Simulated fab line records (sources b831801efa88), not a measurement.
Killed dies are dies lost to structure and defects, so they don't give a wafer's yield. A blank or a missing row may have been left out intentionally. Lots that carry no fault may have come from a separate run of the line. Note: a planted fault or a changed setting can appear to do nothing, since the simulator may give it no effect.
Comparing a struck lot with a sound one -- flow sky130 -- 43 out of 708 route steps
Sound: the wafers L560.2, L560.3, L560.4. Struck: wafer L570.2 (left out: L570.1, L570.4 of the same lot, which were not struck); the cause appears at the end.
Per side, at each step with rows, come the tool, then ch with its chambers, and then its first start. Under that, the readings that differ: sound wafers -- struck wafers -- difference of the means -- sigmas: that difference in standard deviations of wafers without a fault.
alike: readings whose means differ by less than 2 such deviations, and words and numbers that are the same on both sides. not compared: withheld readings, readings that some wafer has no value for, bounds like >300 that may hide the same value, and numbers for which the record gives no deviation and whose values overlap.
Wherever a step has rows on one side only, a row that says differs or no value, or a row with sigmas, the two part there. Numbers that don't overlap but have no deviation are shown without sigmas and don't part them. A reading that every wafer of one side lacks parts them only if that side has two wafers or more.

first, 1 step without rows for these wafers: SKY_VIA1_CMP_02 (polishes SiO2).
SKY_VIA1_BOW_MEAS_03:
  struck on filmMetro-03, day 37 12:58; sound on filmMetro-03, day 33 20:02
  alike: VIA1_BOW
then, 8 steps without rows for these wafers: SKY_VIA1_DEHYDRATE_04 (time 60 s); SKY_VIA1_HMDS_05 (prime time 60 s); SKY_VIA1_COAT_06 (resist thk 60 nm); SKY_VIA1_COAT_07 (resist thk 450 nm); SKY_VIA1_SOFTBAKE_08 (time 90 s); SKY_VIA1_EXPOSE_09 (exposes mask VIM, target cd 150 nm); SKY_VIA1_PEB_10; SKY_VIA1_DEVELOP_11 (develop time 60 s).
SKY_VIA1_CD_MEAS_12 targets a cd of 150 nm.
  struck on cdSem-02, day 38 14:16; sound on cdSem-01, day 34 22:51
reading,sound,struck,difference,sigmas
cdNm (nm),147.8 147.9 147.6,152.8,+5.0,+3
SKY_VIA1_OVL_MEAS_13:
  struck on overlay-02, day 38 14:23; sound on overlay-02, day 34 22:58
  alike: VIA1_OVL
SKY_VIA1_ETCH_14: etches BARC in N2/H2, stops on SiO2, time 45.9 s, target depth 60 nm.
  sound on rieDiel-01 ch 1,2,3, day 34 22:59; struck on rieDiel-01 ch 3, day 38 14:25
  alike: drypumpMotorCurrentA, oesProductAu, throttleValvePct
  not compared: rfHoursCounterH
SKY_VIA1_ETCH_15: etches SiO2 in C4F8/O2/Ar, stops on TiN, target depth 351 nm, time 54 s.
  sound on rieDiel-01 ch 1,2,3, day 34 23:02; struck on rieDiel-01 ch 3, day 38 14:28
  alike: oesProductAu
  not compared: rfHoursCounterH
then, 6 steps without rows for these wafers: SKY_VIA1_STRIP_16 (strips in O2/N2); SKY_VIA1_STRIP_17 (strips in post etch residue remover, time 1200 s); SKY_VIA1_CLEAN_18 (cleans in IPA, time 180 s); SKY_VIA1_CLEAN_19 (cleans in O3/DIW); SKY_VIA1_SPUTTER_20 (material TiN, target thk 20 nm, time 80 s); SKY_VIA1_CVD_21 (deposits W, target thk 270 nm, time 80.902 s).
SKY_VIA1_RS_MEAS_22: measures by four-point-probe.
  struck on filmMetro-04, day 38 15:16; sound on filmMetro-02, day 34 23:53
  alike: VIA1_W_RS
SKY_VIA1_THK_MEAS_23: measures by xrf.
  struck on filmMetro-04, day 38 15:23; sound on filmMetro-02, day 34 23:59
  alike: VIA1_W_THK
SKY_VIA1_CMP_24: polishes, stops on SiO2, t overpolish 15 s, target thk 0 nm.
  sound on cmp-01 ch 0,1,3, day 35 00:02; struck on cmp-01 ch 1, day 38 15:26
  alike: motorCurrentA, overpolishRunS, timeToEndpointS
SKY_METAL2_SPUTTER_00: material Ti, target thk 15 nm, time 10 s.
  struck on pvdSputter-04, day 38 15:44; sound on pvdSputter-04, day 35 00:20
  alike: throttleValvePct
then, 1 step without rows for these wafers: SKY_METAL2_SPUTTER_01 (material TiN, target thk 20 nm, time 16.7 s).
SKY_METAL2_SPUTTER_02: material AlCu, target thk 250 nm, time 13.3 s.
  struck on pvdSputter-04, day 38 15:47; sound on pvdSputter-04, day 35 00:23
  alike: throttleValvePct
SKY_METAL2_SPUTTER_03: material Ti, target thk 5 nm, time 3.3 s.
  struck on pvdSputter-04, day 38 15:49; sound on pvdSputter-04, day 35 00:25
  alike: throttleValvePct
then, 1 step without rows for these wafers: SKY_METAL2_SPUTTER_04 (material TiN, target thk 70 nm, time 58.3 s).
SKY_METAL2_RS_MEAS_05: measures by four-point-probe.
  struck on filmMetro-04, day 38 15:53; sound on filmMetro-01, day 35 00:30
  alike: METAL2_ALCU_RS
SKY_METAL2_THK_MEAS_06: measures by xrf.
  struck on filmMetro-04, day 38 16:00; sound on filmMetro-01, day 35 00:37
  alike: METAL2_ALCU_THK
then, 8 steps without rows for these wafers: SKY_METAL2_DEHYDRATE_07 (time 60 s); SKY_METAL2_HMDS_08 (prime time 60 s); SKY_METAL2_COAT_09 (resist thk 60 nm); SKY_METAL2_COAT_10 (resist thk 450 nm); SKY_METAL2_SOFTBAKE_11 (time 90 s); SKY_METAL2_EXPOSE_12 (exposes mask MM2, target cd 140 nm); SKY_METAL2_PEB_13; SKY_METAL2_DEVELOP_14 (develop time 60 s).
SKY_METAL2_CD_MEAS_15 targets a cd of 140 nm.
  struck on cdSem-01, day 39 17:04; sound on cdSem-02, day 36 02:30
  alike: cdNm
SKY_METAL2_OVL_MEAS_16:
  struck on overlay-01, day 39 17:11; sound on overlay-01, day 36 02:37
  alike: METAL2_OVL
then, 2 steps without rows for these wafers: SKY_METAL2_DESCUM_17 (chemistry O2, time 8 s); SKY_METAL2_ETCH_18 (etches BARC in N2/H2, stops on SiO2, time 45.9 s, target depth 60 nm).
-- the record jumps here: 10 days lie between the struck wafers' starts before and after (it left off in module METAL2 and takes up again in module PAD_OPEN, whose first step shown is number 708 of the route) --
SKY_PAD_OPEN_PROBE_99:
  struck on prober-01, day 49 08:24; sound on prober-01, day 46 15:32
reading,sound,struck,difference,sigmas
killed_at_M0_to_M3,47 33 36,70,+31,+4
killedOpen,44 51 42,29,-17,-2
sort_bin_3_pad_short (%),0.4 0.6 0.4,1.8,+1.3,+3
model.etest.tester.sortNPass,410 398 414,390,-17,
model.etest.tester.sortYieldPct (%),83.33 80.89 84.15,79.27,-3.52,
model.etest.tester.sort_bin_3_pct (%),0.4065 0.6098 0.4065,1.829,+1.355,
  alike: defectLimitedYield, killed_at_M4_up, killedAtContacts, killedAtFrontEnd, killedAtOther, killedDies, killedShort, sort_bin_5_function, sort_bin_6_memory, sortNPass, sortYieldPct
  not compared: model.etest.tester.sort_bin_5_pct, model.etest.tester.sort_bin_6_pct

WHERE THEY PART
At SKY_VIA1_CD_MEAS_12 first; at SKY_PAD_OPEN_PROBE_99 last (within this record only).

WHY: the cause the simulator had injected
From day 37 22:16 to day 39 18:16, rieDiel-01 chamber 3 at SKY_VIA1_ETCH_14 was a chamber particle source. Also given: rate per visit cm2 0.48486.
